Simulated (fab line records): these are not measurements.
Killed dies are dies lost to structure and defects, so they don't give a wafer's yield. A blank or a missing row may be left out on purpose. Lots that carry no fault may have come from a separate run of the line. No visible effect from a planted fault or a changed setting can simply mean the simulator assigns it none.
A struck lot beside a sound one :: flow gf180mcu :: 15 steps out of a route of 602
Sound: wafers L741.1, L741.2, L741.6. Struck: wafer L744.4. (L744.1, L744.5 of the same lot were not struck and are left out.) The cause comes at the end.
Each step with rows lists, per side, the tool, then ch with its chambers, then its first start. Under that, the readings that differ: sound wafers :: struck wafers :: difference of the means :: sigmas: that difference in standard deviations of wafers without a fault.
alike: readings whose means differ by less than 2 such deviations, and words and numbers that are the same on both sides. not compared: withheld readings, readings that some wafer has no value for, bounds like >300 that may hide the same value, and numbers for which the record gives no deviation and whose values overlap.
A row with sigmas, a row that says differs or no value, or rows on one side alone: a step with any of these is where the two part. When numbers do not overlap yet have no deviation, they are printed without sigmas and do not part them. A reading missing from all wafers of one side parts the sides only when that side holds two or more wafers.

first, 1 step without rows for these wafers: GF_POLY_GATE_CVD_00 (deposits poly-Si, target thk 200 nm, time 1200 s).
GF_POLY_GATE_THK_MEAS_01:
  sound on filmMetro-04, day 9 17:50; struck on filmMetro-04, day 10 10:08
  alike: POLY_GATE_CVD_00_THK
then, 8 steps without rows for these wafers: GF_POLY_GATE_DEHYDRATE_02 (time 60 s); GF_POLY_GATE_HMDS_03 (prime time 60 s); GF_POLY_GATE_COAT_04; GF_POLY_GATE_COAT_05 (resist thk 700 nm); GF_POLY_GATE_SOFTBAKE_06 (time 60 s); GF_POLY_GATE_EXPOSE_07 (exposes mask Poly2, target cd 280 nm); GF_POLY_GATE_PEB_08 (peb time 90 s); GF_POLY_GATE_DEVELOP_09 (develop time 60 s).
GF_POLY_GATE_CD_MEAS_10 targets a cd of 280 nm.
  sound on cdSem-02, day 10 10:56; struck on cdSem-02, day 11 03:39
  alike: cdNm
GF_POLY_GATE_OVL_MEAS_11:
  sound on overlay-01, day 10 11:04; struck on overlay-02, day 11 03:46
  alike: POLY_GATE_OVL
GF_POLY_GATE_ETCH_12: etches BARC in N2/H2.
  sound on rieDiel-04 ch 1,2,3, day 10 11:06; struck on rieDiel-03 ch 2, day 11 03:49
reading: rfFwdPowerW (W)
sound: 495.0 496.6 499.7
struck: 419.7
difference: -77.4
sigmas: -37
  alike: drypumpMotorCurrentA, oesProductAu, throttleValvePct
GF_POLY_GATE_ETCH_13: etches poly-Si in HBr/Cl2, stops on SiO2, target depth 198.5 nm, time 69.6 s.
  sound on rieSi-01 ch 0,1,3, day 10 11:09; struck on rieSi-02 ch 0, day 11 03:52
  alike: drypumpMotorCurrentA, oesProductAu, rfFwdPowerW, throttleValvePct
  not compared: rfHoursCounterH
GF_PASSIVATION_PROBE_99:
  rows exist in the record for the sound wafers here (prober-02, day 30 06:48), none for the struck ones

== WHERE THEY PART ==
First at GF_POLY_GATE_ETCH_12; last, within this record, at GF_PASSIVATION_PROBE_99.

WHY: whatever the simulator had introduced
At GF_POLY_GATE_ETCH_12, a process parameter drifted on rieDiel-03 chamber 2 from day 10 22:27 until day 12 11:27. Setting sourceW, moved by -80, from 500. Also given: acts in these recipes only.
